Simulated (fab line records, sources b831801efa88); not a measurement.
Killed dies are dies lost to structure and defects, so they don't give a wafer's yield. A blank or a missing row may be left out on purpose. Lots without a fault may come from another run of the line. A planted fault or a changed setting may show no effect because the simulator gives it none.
One fault seen from 2 desks | flow gf180mcu | each desk has only its own numbers; what lay behind them comes last

THE TOOL OWNER'S DESK: pvd_sputter-04
The tool's own readings at GF_V3_SPUTTER_21 (material Ti, target thk 15 nm, time 80.02 s): means of the sampled wafers that have a number, for each lot that ran on this tool. A lot is out of limits, marked OUT, if its mean lies more than 4 standard deviations from the usual mean; the brackets give that distance.
Columns: A = cathode_dc_power_W at GF_V3_SPUTTER_21, usual 2500.0 W; B = throttle_valve_pct at GF_V3_SPUTTER_21, usual 30.0 %
lot  | first seen here | A                        | B
L471 | day 22 08:58    | 2500.0                   | 30.4
L474 | day 23 11:44    | 2499.8                   | 30.0
L476 | day 24 06:05    | 2500.3                   | 29.6
L477 | day 24 18:57    | 2500.1                   | 30.0
L480 | day 25 20:17    | 2499.7                   | 30.2
L486 | day 27 11:00    | 2358.8 (-99 or more) OUT | 30.0
L487 | day 27 16:17    | 2358.2 (-99 or more) OUT | 29.2
L488 | day 27 22:47    | 2359.0 (-99 or more) OUT | 30.7
This desk's finding: out of limits on L486, L487, L488; first on L486, day 27 11:00 (cathode_dc_power_W at GF_V3_SPUTTER_21). In limits: L471, L474, L476, L477, L480.

THE METROLOGY DESK
What the gauges read, lot by lot, whatever tool the lot ran on: means of the sampled wafers that have a number. A lot is out of limits, marked OUT, if its mean lies more than 4 standard deviations from the usual mean; the brackets give that distance.
Columns: A = V3_OVL at GF_V3_OVL_MEAS_15, usual 2 nm
lot  | first seen here | A
L471 | day 22 08:16    | 5
L472 | day 22 16:52    | -6
L474 | day 23 11:02    | 2
L476 | day 24 05:20    | -4
L477 | day 24 18:15    | 3
L479 | day 25 06:10    | 6
L480 | day 25 19:35    | -0
L486 | day 27 10:18    | 0
L487 | day 27 15:35    | -5
L488 | day 27 22:07    | 1
L490 | day 28 10:44    | 8
L491 | day 28 14:43    | 2
L494 | day 29 08:42    | -1
This desk's finding: nothing out of limits on any of the 13 lots.

PUT TOGETHER
The tool owner's desk could have raised an alarm at day 27 11:00, on L486, L487, L488.
The metrology desk saw nothing out of limits.
The metrology desk has L486, L487, L488 on record, within its limits.
Of the lots named, all ran GF_V3_SPUTTER_21 on pvd_sputter-04.

WHAT THE SIMULATOR HAD PUT IN
Process parameter drift: pvd_sputter-04, from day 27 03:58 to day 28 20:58, at GF_V3_SPUTTER_21. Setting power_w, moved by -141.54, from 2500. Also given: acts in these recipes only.
Lots struck among those shown: L486, L487, L488.
Hours from the fault's start to each desk's first reading out of limits: the tool owner's desk, 7.
